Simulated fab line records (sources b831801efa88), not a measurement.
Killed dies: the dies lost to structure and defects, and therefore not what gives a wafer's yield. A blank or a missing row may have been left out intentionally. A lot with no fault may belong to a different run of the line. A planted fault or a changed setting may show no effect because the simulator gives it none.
Which tool did it?    flow gf180mcu    Sampling: 12 lots, 36 wafers, 6 of 602 route steps

## WHAT EACH GAUGE READ, for each wafer
GF_STI_THK_MEAS_04.
lot   measured     on             STI_CVD_03_THK (nm)
L869  day 1 13:44  film metro-01  206.4 204.1 206.7
L871  day 1 23:34  film metro-01  209.0 208.3 209.4
L872  day 2 04:34  film metro-01  209.1 209.8 208.5
L874  day 2 17:47  film metro-01  209.9 210.9 210.2
L876  day 3 03:53  film metro-04  206.4 208.2 207.8
L877  day 3 06:44  film metro-02  206.4 206.1 205.1
L878  day 3 11:32  film metro-01  200.2 202.0 199.5
L880  day 3 21:32  film metro-04  204.4 205.1 205.5
L881  day 4 01:34  film metro-02  205.5 204.1 202.8
L883  day 4 11:34  film metro-04  163.6 164.6 166.2
L885  day 4 22:35  film metro-04  206.1 205.1 205.6
L892  day 6 08:49  film metro-04  205.0 204.5 205.9

GF_LVPWELL_OVL_MEAS_07.
lot   measured     on          LVPWELL_OVL (nm)
L869  day 3 23:55  overlay-01  -1.0 -2.3 -3.7
L871  day 4 11:25  overlay-02  -1.8 -2.8 -2.9
L872  day 4 19:03  overlay-01  -1.0 0.6 -0.2
L874  day 5 03:30  overlay-02  -0.9 0.1 -3.2
L876  day 5 16:54  overlay-02  -1.7 1.0 2.5
L877  day 5 19:12  overlay-02  -1.0 -0.9 0.3
L878  day 6 02:05  overlay-02  -1.6 -2.3 -1.7
L880  day 6 12:42  overlay-01  0.0 0.6 0.0
L881  day 6 15:35  overlay-01  0.8 0.6 -0.3
L883  day 7 02:50  overlay-02  -1.1 -2.9 -1.9
L885  day 7 16:25  overlay-01  -3.0 -0.7 -0.8
L892  day 9 06:03  overlay-01  1.2 1.5 0.3

GF_LVPWELL_TW_MEAS_11.
lot   measured     on             LVPWELL_TW
L869  day 4 00:22  film metro-04  559 562 562
L871  day 4 11:51  film metro-03  572 568 574
L872  day 4 19:29  film metro-02  562 560 563
L874  day 5 03:56  film metro-02  558 561 555
L876  day 5 17:20  film metro-03  571 573 571
L877  day 5 19:38  film metro-03  572 574 573
L878  day 6 02:31  film metro-03  569 571 572
L880  day 6 13:09  film metro-04  561 559 558
L881  day 6 16:01  film metro-02  561 559 563
L883  day 7 03:17  film metro-03  570 568 567
L885  day 7 16:52  film metro-03  570 571 569
L892  day 9 06:29  film metro-02  562 563 567

GF_MVPSD_OVL_MEAS_07.
lot   measured      on          MVPSD_OVL (nm)
L869  day 5 03:40   overlay-01  1.0 0.3 -1.0
L871  day 5 16:15   overlay-02  0.3 -0.2 -0.5
L872  day 5 23:48   overlay-01  1.8 2.8 0.0
L874  day 6 09:17   overlay-01  -0.8 0.2 0.4
L876  day 6 23:14   overlay-01  -0.4 -1.1 -0.4
L877  day 7 02:29   overlay-02  0.3 1.5 0.6
L878  day 7 10:10   overlay-01  1.6 3.5 3.4
L880  day 7 19:47   overlay-01  1.2 -0.5 0.6
L881  day 7 23:29   overlay-02  0.7 2.4 2.4
L883  day 8 11:40   overlay-01  4.1 3.5 3.1
L885  day 9 01:23   overlay-02  -0.6 -2.1 -2.8
L892  day 10 17:22  overlay-02  1.7 2.0 2.5

## TOOL THAT RAN EACH LOT (tool first, then ch and the chambers of the sampled wafers, then the start)
lot   GF_STI_CVD_03               GF_STI_ETCH_13
L869  lpcvd-01 ch 0, day 1 11:44  rie diel-02 ch 1,2,3, day 2 01:20
L871  lpcvd-02 ch 0, day 1 21:34  rie diel-03 ch 0,1,2, day 2 11:53
L872  lpcvd-02 ch 0, day 2 02:34  rie diel-02 ch 0,1,2, day 2 16:26
L874  lpcvd-02 ch 0, day 2 15:46  rie diel-01 ch 1,2, day 3 04:56
L876  lpcvd-01 ch 0, day 3 01:54  rie diel-02 ch 2,3, day 3 17:31
L877  lpcvd-02 ch 1, day 3 04:44  rie diel-03 ch 0,1,2, day 3 19:46
L878  lpcvd-01 ch 0, day 3 09:32  rie diel-03 ch 0,1,2, day 4 00:56
L880  lpcvd-01 ch 0, day 3 19:32  rie diel-01 ch 0,1,3, day 4 10:44
L881  lpcvd-01 ch 1, day 3 23:34  rie diel-02 ch 0,1,2, day 4 14:55
L883  lpcvd-01 ch 1, day 4 09:34  rie diel-02 ch 0,1,2, day 5 01:11
L885  lpcvd-02 ch 1, day 4 20:35  rie diel-02 ch 0,2,3, day 5 13:05
L892  lpcvd-02 ch 1, day 6 06:48  rie diel-01 ch 1,2,3, day 7 00:08
- GF_STI_CVD_03: deposits Si3N4 from DCS/NH3, target thk 207.16 nm, time 3551 s.
- GF_STI_ETCH_13: etches the open film in CHF3/O2, stops on Si, target depth 282.31 nm, time 112.9 s.

## WHAT THE TOOLS THEMSELVES READ (means of the sampled wafers that have a number; where no wafer has one, the mark that the record gives instead)
GF_STI_CVD_03.
lot   tool      spike tc bottom C (C)  spike tc centre C (C)  spike tc lower C (C)  spike tc upper C (C)  susceptor temp C (C)  zone power upper pct (%)
L869  lpcvd-01  796                    769.0                  771.2                 771.0                 769.8                 14.1
L871  lpcvd-02  787                    770.9                  770.6                 771.7                 769.5                 13.1
L872  lpcvd-02  788                    770.5                  770.2                 770.6                 769.7                 13.0
L874  lpcvd-02  789                    770.1                  771.1                 771.7                 769.9                 13.0
L876  lpcvd-01  798                    770.0                  772.2                 770.2                 769.9                 14.2
L877  lpcvd-02  793                    770.0                  770.8                 769.7                 770.1                 9.4
L878  lpcvd-01  797                    769.4                  770.5                 770.2                 769.8                 14.4
L880  lpcvd-01  797                    769.6                  771.4                 770.9                 769.6                 14.3
L881  lpcvd-01  791                    771.2                  769.1                 768.3                 769.8                 11.9
L883  lpcvd-01  780                    759.4                  758.7                 757.0                 758.8                 11.8
L885  lpcvd-02  793                    770.9                  770.1                 769.9                 770.3                 9.4
L892  lpcvd-02  794                    770.0                  772.0                 769.5                 770.0                 9.3

GF_STI_ETCH_13.
lot   tool         chamber pressure mTorr (mTorr)  drypump motor current A (A)  oes product au (a.u.)  throttle valve pct (%)
L869  rie diel-02  40.02                           5.8                          0.828                  8.806
L871  rie diel-03  39.98                           5.6                          0.838                  8.818
L872  rie diel-02  40.01                           6.0                          0.836                  8.815
L874  rie diel-01  40.01                           5.6                          0.839                  8.809
L876  rie diel-02  39.98                           5.9                          0.835                  8.815
L877  rie diel-03  39.96                           5.5                          0.831                  8.814
L878  rie diel-03  39.98                           5.6                          0.819                  8.809
L880  rie diel-01  40.01                           5.6                          0.825                  8.814
L881  rie diel-02  39.98                           6.0                          0.827                  8.807
L883  rie diel-02  40.01                           6.0                          0.736                  8.777
L885  rie diel-02  39.97                           6.1                          0.833                  8.801
L892  rie diel-01  39.98                           5.7                          0.830                  8.806

## THE ANSWER, worked out from the rows above alone
Rule: the lots themselves supply what counts as usual. The widest of any qualifying gaps counts: lots, ordered by their means at a reading, are off when they make up no more than a third of the lots, leave a main group of 4 or more, and stand apart from it by 3 or more times the standard deviation of that group's means. A main group is skipped when, at the precision printed for the reading in the tables above, its means are all equal. A lot without any number at a reading at which 4 lots or more have one is off too. Where the step has rows for the other lots, those lots are counted as sound. The gauges are gone through in route order, then the tools' own readings, and for those a lot's mean is taken as printed above. The first step at which some lot is off is used, and at that step the reading that is off furthest; a lot without a number counts as furthest.
Off: L883, seen at GF_STI_THK_MEAS_04 (STI_CVD_03_THK). Mean 206.2 nm and standard deviation 2.6 in the main group.
If a tool, at a process step before that reading, ran all the lots that are off and no sound lot after the first of them, it fits. Not tried: the gauges at GF_STI_THK_MEAS_04; whatever is off there is also off at GF_STI_CVD_03, on other tools, and gauge error can't account for it. One fits: GF_STI_CVD_03 on lpcvd-01. A fault onset in the window from L881 (day 3 23:34, its last sound lot) to L883 (day 4 09:34, its first lot off) fits.
The tool's own readings at GF_STI_CVD_03 bear it out: on the lots that are off they differ by more than 5 times the standard deviation of the sound lots' means. spike tc centre C reads 759.4 C there against 770.1 C on the sound lots; spike tc lower C reads 758.7 C there against 770.8 C on the sound lots; spike tc upper C reads 757.0 C there against 770.3 C on the sound lots; susceptor temp C reads 758.8 C there against 769.9 C on the sound lots.

## WHAT THE SIMULATOR HAD PUT IN
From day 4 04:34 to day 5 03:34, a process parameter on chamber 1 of lpcvd-01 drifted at GF_STI_CVD_03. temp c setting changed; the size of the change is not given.
Lots struck among those shown: L883. The rule given above showed the same thing.
